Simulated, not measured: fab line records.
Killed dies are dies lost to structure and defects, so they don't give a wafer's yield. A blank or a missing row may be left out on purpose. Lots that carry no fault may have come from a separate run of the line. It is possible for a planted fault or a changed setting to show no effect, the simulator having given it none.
Matching of chambers / flow sky130 / cmp-01 running SKY_VIA1_CMP_24: 4 sister chambers
The step polishes, stops on SiO2, t overpolish 15 s, target thk 0 nm. 24 wafers are shown with their chamber, then 12 later ones without.

WAFERS PAIRED WITH THEIR CHAMBERS
wafer=L074.1; chamber=0; motor-current-A (A)=11.7; platen-rpm (rpm)=59.90; overpolish-run-s (s)=14.988
wafer=L074.2; chamber=1; motor-current-A (A)=10.4; platen-rpm (rpm)=59.97; overpolish-run-s (s)=15.004
wafer=L074.3; chamber=3; motor-current-A (A)=9.2; platen-rpm (rpm)=60.01; overpolish-run-s (s)=14.995
wafer=L075.3; chamber=3; motor-current-A (A)=9.0; platen-rpm (rpm)=60.10; overpolish-run-s (s)=14.993
wafer=L075.5; chamber=3; motor-current-A (A)=9.2; platen-rpm (rpm)=60.03; overpolish-run-s (s)=15.008
wafer=L075.6; chamber=2; motor-current-A (A)=11.2; platen-rpm (rpm)=60.02; overpolish-run-s (s)=15.002
wafer=L076.1; chamber=2; motor-current-A (A)=12.2; platen-rpm (rpm)=59.99; overpolish-run-s (s)=14.991
wafer=L076.2; chamber=1; motor-current-A (A)=10.5; platen-rpm (rpm)=59.97; overpolish-run-s (s)=15.003
wafer=L076.6; chamber=0; motor-current-A (A)=11.4; platen-rpm (rpm)=59.99; overpolish-run-s (s)=14.994
wafer=L077.2; chamber=3; motor-current-A (A)=9.1; platen-rpm (rpm)=59.97; overpolish-run-s (s)=15.004
wafer=L077.4; chamber=2; motor-current-A (A)=11.6; platen-rpm (rpm)=59.94; overpolish-run-s (s)=14.993
wafer=L077.6; chamber=0; motor-current-A (A)=11.5; platen-rpm (rpm)=59.97; overpolish-run-s (s)=15.018
wafer=L083.3; chamber=1; motor-current-A (A)=10.7; platen-rpm (rpm)=60.02; overpolish-run-s (s)=15.001
wafer=L083.5; chamber=2; motor-current-A (A)=11.7; platen-rpm (rpm)=60.05; overpolish-run-s (s)=14.999
wafer=L083.6; chamber=1; motor-current-A (A)=10.5; platen-rpm (rpm)=60.03; overpolish-run-s (s)=15.007
wafer=L086.1; chamber=2; motor-current-A (A)=11.5; platen-rpm (rpm)=59.91; overpolish-run-s (s)=15.006
wafer=L086.4; chamber=3; motor-current-A (A)=9.7; platen-rpm (rpm)=60.02; overpolish-run-s (s)=14.983
wafer=L086.6; chamber=2; motor-current-A (A)=11.8; platen-rpm (rpm)=59.97; overpolish-run-s (s)=14.994
wafer=L087.1; chamber=0; motor-current-A (A)=12.3; platen-rpm (rpm)=59.99; overpolish-run-s (s)=15.011
wafer=L087.3; chamber=1; motor-current-A (A)=10.5; platen-rpm (rpm)=60.03; overpolish-run-s (s)=14.997
wafer=L087.6; chamber=0; motor-current-A (A)=11.4; platen-rpm (rpm)=59.94; overpolish-run-s (s)=15.016
wafer=L090.1; chamber=2; motor-current-A (A)=12.3; platen-rpm (rpm)=59.98; overpolish-run-s (s)=15.012
wafer=L090.5; chamber=0; motor-current-A (A)=11.5; platen-rpm (rpm)=59.99; overpolish-run-s (s)=14.995
wafer=L090.6; chamber=1; motor-current-A (A)=10.2; platen-rpm (rpm)=59.96; overpolish-run-s (s)=15.004

SIGNATURES (averages over the wafers above)
reading=motor-current-A; chamber 0=11.633; chamber 1=10.467; chamber 2=11.757; chamber 3=9.240; scatter within a chamber=0.31
reading=platen-rpm; chamber 0=59.9633; chamber 1=59.9967; chamber 2=59.9800; chamber 3=60.0260; scatter within a chamber=0.0415
reading=overpolish-run-s; chamber 0=15.00367; chamber 1=15.00267; chamber 2=14.99957; chamber 3=14.99660; scatter within a chamber=0.00899
Rule: distance of a wafer from a chamber = root of the sum over the readings of ((wafer's reading minus chamber's mean) / reading's scatter) squared. If the next closest chamber is less than 2 further off than the closest, the wafer can't be placed; otherwise it belongs to the closest. The scatter is the square root of a quotient: the sum, over the shown wafers, of each reading's squared deviation from its chamber's mean, divided by wafers minus chambers.

WAFERS MISSING THEIR CHAMBER
wafer=L091.1; motor-current-A (A)=12.0; platen-rpm (rpm)=59.99; overpolish-run-s (s)=15.000
wafer=L091.5; motor-current-A (A)=11.7; platen-rpm (rpm)=59.97; overpolish-run-s (s)=14.995
wafer=L091.6; motor-current-A (A)=10.5; platen-rpm (rpm)=60.02; overpolish-run-s (s)=15.016
wafer=L093.3; motor-current-A (A)=12.2; platen-rpm (rpm)=59.99; overpolish-run-s (s)=14.998
wafer=L093.4; motor-current-A (A)=11.2; platen-rpm (rpm)=59.91; overpolish-run-s (s)=14.993
wafer=L093.6; motor-current-A (A)=11.7; platen-rpm (rpm)=59.96; overpolish-run-s (s)=15.005
wafer=L095.1; motor-current-A (A)=11.4; platen-rpm (rpm)=60.04; overpolish-run-s (s)=14.995
wafer=L095.5; motor-current-A (A)=9.4; platen-rpm (rpm)=60.01; overpolish-run-s (s)=15.014
wafer=L095.6; motor-current-A (A)=11.4; platen-rpm (rpm)=60.01; overpolish-run-s (s)=14.991
wafer=L096.1; motor-current-A (A)=12.0; platen-rpm (rpm)=59.98; overpolish-run-s (s)=14.990
wafer=L096.2; motor-current-A (A)=11.6; platen-rpm (rpm)=60.05; overpolish-run-s (s)=14.994
wafer=L096.5; motor-current-A (A)=10.2; platen-rpm (rpm)=59.94; overpolish-run-s (s)=14.994

THE CHAMBER EACH PASSED THROUGH
wafer=L091.1; from the rows above=can't be placed: 2 or 0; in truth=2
wafer=L091.5; from the rows above=can't be placed: 2 or 0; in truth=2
wafer=L091.6; from the rows above=1; in truth=1
wafer=L093.3; from the rows above=can't be placed: 2 or 0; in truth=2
wafer=L093.4; from the rows above=can't be placed: 0 or 2 or 1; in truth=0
wafer=L093.6; from the rows above=can't be placed: 0 or 2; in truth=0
wafer=L095.1; from the rows above=can't be placed: 2 or 0 or 1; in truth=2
wafer=L095.5; from the rows above=can't be placed: 3 or 1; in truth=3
wafer=L095.6; from the rows above=can't be placed: 2 or 0 or 1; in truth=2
wafer=L096.1; from the rows above=can't be placed: 2 or 0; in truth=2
wafer=L096.2; from the rows above=can't be placed: 2 or 0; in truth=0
wafer=L096.5; from the rows above=can't be placed: 1 or 3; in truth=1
1 of 12 placed correctly. From these rows, 11 cannot be placed; in 11 the true chamber is one of the candidates. Number placed wrongly: 0.
